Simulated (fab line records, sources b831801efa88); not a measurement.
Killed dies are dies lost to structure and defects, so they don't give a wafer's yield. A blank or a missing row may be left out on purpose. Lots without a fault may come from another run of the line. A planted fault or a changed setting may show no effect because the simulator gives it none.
One fault seen from 2 desks | flow sfq_line | each desk has only its own numbers; what lay behind them comes last

THE TOOL OWNER'S DESK: cmp-02
The tool's own readings at SFQ_TRILAYER_I1_CMP_CMP_046 (polishes SiO2): means of the sampled wafers that have a number, for each lot that ran on this tool. A lot is out of limits, marked OUT, if its mean lies more than 4 standard deviations from the usual mean; the brackets give that distance.
Columns: A = edge_zone_pressure_frac at SFQ_TRILAYER_I1_CMP_CMP_046, usual 1.000; B = motor_current_A at SFQ_TRILAYER_I1_CMP_CMP_046, usual 10.2 A; C = retaining_ring_pressure_frac at SFQ_TRILAYER_I1_CMP_CMP_046, usual 1.000; D = time_to_endpoint_s at SFQ_TRILAYER_I1_CMP_CMP_046, usual 217 s
lot  | first seen here | A     | B    | C     | D
L971 | day 12 20:35    | 0.999 | 9.6  | 1.007 | 213
L973 | day 13 02:05    | 0.998 | 10.0 | 0.995 | 220
L974 | day 13 09:05    | 1.000 | 10.7 | 0.995 | 220
L978 | day 14 09:05    | 0.998 | 10.3 | 1.000 | 222
L979 | day 15 00:05    | 1.004 | 10.0 | 1.005 | 202
L982 | day 15 06:25    | 1.000 | 10.5 | 1.003 | 204
L991 | day 18 10:22    | 1.001 | 10.8 | 1.002 | 209
This desk's finding: nothing out of limits on any of the 7 lots.

THE METROLOGY DESK
What the gauges read, lot by lot, whatever tool the lot ran on: means of the sampled wafers that have a number. A lot is out of limits, marked OUT, if its mean lies more than 4 standard deviations from the usual mean; the brackets give that distance.
Columns: A = M3_NB_RS at SFQ_M3_RS_MEAS_919, usual 0.892 ohm/sq
lot  | first seen here | A
L968 | day 30 12:03    | 0.890
L969 | day 31 04:05    | 0.878
L971 | day 32 07:22    | 0.913
L973 | day 32 13:20    | 0.897
L974 | day 33 02:34    | 0.883
L977 | day 34 00:16    | 0.894
L978 | day 34 08:43    | 0.876
L980 | day 34 18:35    | 0.890
L979 | day 34 19:35    | 0.891
L982 | day 35 06:23    | 0.895
L983 | day 35 18:22    | 0.897
L984 | day 35 23:09    | 0.893
L986 | day 36 10:08    | 0.889
L991 | day 38 11:31    | 0.898
This desk's finding: nothing out of limits on any of the 14 lots.

PUT TOGETHER
The tool owner's desk saw nothing out of limits.
The metrology desk saw nothing out of limits.

WHAT THE SIMULATOR HAD PUT IN
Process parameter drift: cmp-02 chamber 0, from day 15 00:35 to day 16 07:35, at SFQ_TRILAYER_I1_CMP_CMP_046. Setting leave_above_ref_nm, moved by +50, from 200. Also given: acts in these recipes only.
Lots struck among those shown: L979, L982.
